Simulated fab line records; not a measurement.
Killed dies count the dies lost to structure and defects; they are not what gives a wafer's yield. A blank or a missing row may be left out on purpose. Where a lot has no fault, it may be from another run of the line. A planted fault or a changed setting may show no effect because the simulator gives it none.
Which tool was responsible? / flow gf180mcu / 21 wafers from 7 lots sampled at 2 of the route's 602 steps

== WHAT THE GAUGES SHOWED, per wafer ==
GF_MVPSD_TW_MEAS_11.
lot=L998; measured=day 5 10:58; on=film metro-02; MVPSD_TW=552.3 550.6 550.2
lot=L100; measured=day 5 22:38; on=film metro-02; MVPSD_TW=549.7 553.0 551.2
lot=L102; measured=day 6 06:17; on=film metro-01; MVPSD_TW=553.3 556.9 555.8
lot=L106; measured=day 7 07:47; on=film metro-02; MVPSD_TW=550.7 551.3 551.8
lot=L110; measured=day 8 06:29; on=film metro-03; MVPSD_TW=551.0 553.2 551.0
lot=L114; measured=day 9 06:08; on=film metro-03; MVPSD_TW=581.4 583.8 583.4 585.7 584.7 587.2
lot=L120; measured=day 10 20:53; on=film metro-03; MVPSD_TW=549.2 552.7 553.0

== EACH LOT AND THE TOOL THAT RAN IT (in order: tool; ch and the chambers of the sampled wafers; start) ==
lot=L998; GF_MVPSD_IMPLANT_09=implanter-02 ch 0, day 5 10:45
lot=L100; GF_MVPSD_IMPLANT_09=implanter-01 ch 0, day 5 22:25
lot=L102; GF_MVPSD_IMPLANT_09=implanter-04 ch 0, day 6 06:02
lot=L106; GF_MVPSD_IMPLANT_09=implanter-04 ch 0, day 7 07:32
lot=L110; GF_MVPSD_IMPLANT_09=implanter-01 ch 0, day 8 06:16
lot=L114; GF_MVPSD_IMPLANT_09=implanter-04 ch 0, day 9 05:35
lot=L120; GF_MVPSD_IMPLANT_09=implanter-01 ch 0, day 10 20:40
- GF_MVPSD_IMPLANT_09

== THE ANSWER, worked out from the rows above alone ==
Rule: the usual values come from the lots themselves. The widest of any qualifying gaps counts: lots, ordered by their means at a reading, are off when they make up no more than a third of the lots, leave a main group of 4 or more, and stand apart from it by 3 or more times the standard deviation of that group's means. A main group whose means are all the same, to the digits that the tables above print for the reading, isn't used. Also off: a lot with no number at a reading for which 4 or more lots have one. Where the step has rows for the other lots, those lots are counted as sound.
Off: L114, at GF_MVPSD_TW_MEAS_11 (MVPSD_TW). The main group: mean 552.0, standard deviation 1.5.
If a tool, at a process step before that reading, ran all the lots that are off and no sound lot after the first of them, it fits. The gauges at GF_MVPSD_TW_MEAS_11 are tried like those tools. One fits: implanter-04 at GF_MVPSD_IMPLANT_09. A fault onset in the window from L106 (day 7 07:32, its last sound lot) to L114 (day 9 05:35, its first lot off) fits.

== WHAT THE SIMULATOR HAD INSERTED ==
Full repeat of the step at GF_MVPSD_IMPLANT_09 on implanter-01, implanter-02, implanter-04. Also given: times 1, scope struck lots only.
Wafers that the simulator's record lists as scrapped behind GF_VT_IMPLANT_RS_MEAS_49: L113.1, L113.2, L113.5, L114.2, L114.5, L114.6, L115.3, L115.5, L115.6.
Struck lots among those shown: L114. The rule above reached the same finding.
